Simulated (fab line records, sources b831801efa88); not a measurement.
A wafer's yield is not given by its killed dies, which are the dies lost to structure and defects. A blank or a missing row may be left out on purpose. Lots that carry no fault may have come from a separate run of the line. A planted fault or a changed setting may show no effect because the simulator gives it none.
Struck lot and sound lot, side by side | flow sfqLine | 42 steps out of a route of 325
Sound: these wafers, L139.1, L139.2, L139.3. Struck: wafer L138.3. (L138.5 of the same lot was not struck and is left out.) The cause comes at the end.
Each step with rows lists, per side, the tool, then ch with its chambers, then its first start. Under that, the readings that differ: sound wafers | struck wafers | difference of the means | sigmas: that difference in standard deviations of wafers without a fault.
alike: same words and numbers on both sides, and readings whose means sit less than 2 such deviations apart. not compared: any withheld reading, any reading some wafer has no value for, any bound like >300 that may hide the same value, and any number with overlapping values for which the record gives no deviation.
Wherever a step has rows on one side only, a row that says differs or no value, or a row with sigmas, the two part there. Non-overlapping numbers with no deviation appear without sigmas and do not part them. A reading missing from all wafers of one side parts the sides only when that side holds two or more wafers.

first, 6 steps without rows for these wafers: SFQ_TRILAYER_I2_VIA_LITHO_COAT_072 (resist thk 62 nm); SFQ_TRILAYER_I2_VIA_LITHO_COAT_067 (resist thk 650 nm); SFQ_TRILAYER_I2_VIA_LITHO_SOFTBAKE_071; SFQ_TRILAYER_I2_VIA_LITHO_EXPOSE_068 (exposes mask I2, target cd 500 nm); SFQ_TRILAYER_I2_VIA_LITHO_PEB_070 (peb time 60 s); SFQ_TRILAYER_I2_VIA_LITHO_DEVELOP_069 (time 60 s).
SFQ_I2_OVL_MEAS_918:
  sound on overlay-01, day 37 06:03; struck on overlay-01, day 37 04:52
  alike: I2_OVL
SFQ_TRILAYER_I2_VIA_BARC_OPEN_VIA_ETCH_096: etches BARC in O2, target depth 125 nm, time 41.7 s.
  sound on rieDiel-01 ch 0,1,3, day 37 06:05; struck on rieDiel-03 ch 0, day 37 04:53
reading                  | sound       | struck | difference | sigmas
drypumpMotorCurrentA (A) | 5.6 5.2 5.4 | 6.2    | +0.8       | +2
rfHoursCounterH (h)      | 5 4 6       | 3      | -2         | 
  alike: oesProductAu
then, 4 steps without rows for these wafers: SFQ_TRILAYER_I2_VIA_ETCH_VIA_ETCH_070 (etches SiO2 in CHF3, stops on Nb, target depth 260 nm); SFQ_TRILAYER_I2_VIA_STRIP_STRIP_071 (strips in O2); SFQ_TRILAYER_I2_VIA_STRIP_SOLV_CLEAN_072 (cleans in NMP, time 600 s); SFQ_TRILAYER_M3_DEP_PRE_CLEAN_074 (time 22.5 s).
SFQ_TRILAYER_M3_DEP_SPUTTER_073: material Nb, target thk 200 nm, time 133.3 s.
  sound on pvdSputter-05, day 37 07:02; struck on pvdSputter-06, day 37 05:50
reading                                            | sound           | struck | difference | sigmas
model.Nb_of_TRILAYER_M3_DEP_SPUTTER_073.thkNm (nm) | 199.5 199.3 195 | 187.3  | -10.6      | 
  alike: throttleValvePct
SFQ_M3_RS_MEAS_919: measurement is done with a four-point probe.
  sound on filmMetro-01, day 37 07:08; struck on filmMetro-01, day 37 05:58
reading           | sound             | struck | difference | sigmas
M3_NB_RS (ohm/sq) | 0.892 0.892 0.911 | 0.950  | +0.052     | +4
then, 6 steps without rows for these wafers: SFQ_TRILAYER_M3_LITHO_COAT_080 (resist thk 62 nm); SFQ_TRILAYER_M3_LITHO_COAT_075 (resist thk 600 nm); SFQ_TRILAYER_M3_LITHO_SOFTBAKE_079; SFQ_TRILAYER_M3_LITHO_EXPOSE_076 (exposes mask M3, target cd 500 nm); SFQ_TRILAYER_M3_LITHO_PEB_078 (peb time 60 s); SFQ_TRILAYER_M3_LITHO_DEVELOP_077 (time 60 s).
-- the record jumps here: 6 days lie between the struck wafers' starts before and after --
SFQ_M3_OVL_MEAS_921:
  sound on overlay-01, day 42 22:00; struck on overlay-02, day 42 19:37
  alike: M3_OVL
then, 1 step without rows for these wafers: SFQ_TRILAYER_M3_BARC_OPEN_METAL_ETCH_100 (etches BARC in O2, target depth 125 nm, time 41.7 s).
SFQ_TRILAYER_M3_ETCH_METAL_ETCH_078: etches Nb in Cl2/Ar, stops on SiO2, target depth 240 nm, time 120 s.
  sound on rieMetal-01 ch 0,1, day 42 22:05; struck on rieMetal-02 ch 0, day 42 19:50
reading                  | sound             | struck | difference | sigmas
drypumpMotorCurrentA (A) | 5.6 5.0 5.0       | 6.3    | +1.1       | +2
oesProductAu (a.u.)      | 0.886 0.895 0.887 | 0.862  | -0.027     | -3
  not compared: rfHoursCounterH
then, 2 steps without rows for these wafers: SFQ_TRILAYER_M3_STRIP_STRIP_079 (strips in O2); SFQ_TRILAYER_M3_STRIP_SOLV_CLEAN_080 (cleans in NMP, time 600 s).
SFQ_TRILAYER_I3_DEP_PECVD_081: deposits SiO2 from SiH4/N2O, time 111.11 s, target thk 500 nm.
  sound on pecvd-02 ch 0,1,2, day 42 22:59; struck on pecvd-02 ch 0, day 42 21:23
reading            | sound       | struck | difference | sigmas
sinceWetCleanH (h) | 429 429 429 | 428    | -1         | 
  alike: heaterPowerW, throttleValvePct
then, 1 step without rows for these wafers: SFQ_TRILAYER_I3_CMP_CMP_082 (polishes SiO2).
SFQ_I3_BOW_MEAS_922:
  sound on filmMetro-02, day 43 14:47; struck on filmMetro-02, day 43 10:08
  alike: I3_BOW
then, 7 steps without rows for these wafers: SFQ_TRILAYER_I3_METRO_MEASURE_083; SFQ_TRILAYER_I3_VIA_LITHO_COAT_090 (resist thk 62 nm); SFQ_TRILAYER_I3_VIA_LITHO_COAT_085 (resist thk 650 nm); SFQ_TRILAYER_I3_VIA_LITHO_SOFTBAKE_089; SFQ_TRILAYER_I3_VIA_LITHO_EXPOSE_086 (exposes mask I3, target cd 500 nm); SFQ_TRILAYER_I3_VIA_LITHO_PEB_088 (peb time 60 s); SFQ_TRILAYER_I3_VIA_LITHO_DEVELOP_087 (time 60 s).
-- the record jumps here: 6 days lie between the struck wafers' starts before and after --
SFQ_I3_OVL_MEAS_923:
  sound on overlay-01, day 49 07:07; struck on overlay-02, day 49 03:32
  alike: I3_OVL
SFQ_TRILAYER_I3_VIA_BARC_OPEN_VIA_ETCH_121: etches BARC in O2, target depth 125 nm, time 41.7 s.
  sound on rieDiel-04 ch 0,1,3, day 49 07:10; struck on rieDiel-04 ch 0, day 49 03:34
  alike: drypumpMotorCurrentA, oesProductAu
  not compared: rfHoursCounterH
SFQ_TRILAYER_I3_VIA_ETCH_VIA_ETCH_088: etches SiO2 in CHF3, stops on Nb, target depth 260 nm.
  sound on rieDiel-04 ch 0,1,3, day 49 07:12; struck on rieDiel-04 ch 0, day 49 03:36
  alike: drypumpMotorCurrentA, oesProductAu
SFQ_TRILAYER_I3_VIA_STRIP_STRIP_089: strips in O2.
  sound on rieMetal-03 ch 0,1, day 49 07:19; struck on rieMetal-04 ch 1, day 49 03:55
reading             | sound             | struck | difference | sigmas
oesProductAu (a.u.) | 0.970 1.006 0.971 | 1.031  | +0.049     | +3
  alike: drypumpMotorCurrentA
  not compared: rfHoursCounterH
then, 2 steps without rows for these wafers: SFQ_TRILAYER_I3_VIA_STRIP_SOLV_CLEAN_090 (cleans in NMP, time 600 s); SFQ_TRILAYER_M4_DEP_PRE_CLEAN_092 (time 22.5 s).
-- the record jumps here: 43 days lie between the struck wafers' starts before and after --
SFQ_M8_BOW_MEAS_951:
  sound on filmMetro-01, day 92 01:50; struck on filmMetro-03, day 91 20:56
reading                | sound               | struck | difference | sigmas
M8_BOW (um)            | 29 20 25            | -11    | -36        | -3
model.etest.m3.ohmUm   | 1.78 1.782 1.826    | 1.881  | +0.085     | 
model.etest.i2.linkOhm | 1.967 1.989 2       | 2.038  | +0.053     | 
model.etest.m3.ohmSq   | 0.8923 0.893 0.9127 | 0.9505 | +0.0512    | 
model.etest.i3.linkOhm | 1.956 1.969 1.97    | 2.013  | +0.048     | 

== WHERE THEY PART ==
Last at SFQ_M8_BOW_MEAS_951 as far as this record goes, first at SFQ_TRILAYER_I2_VIA_BARC_OPEN_VIA_ETCH_096.

WHY: what the simulator had put in
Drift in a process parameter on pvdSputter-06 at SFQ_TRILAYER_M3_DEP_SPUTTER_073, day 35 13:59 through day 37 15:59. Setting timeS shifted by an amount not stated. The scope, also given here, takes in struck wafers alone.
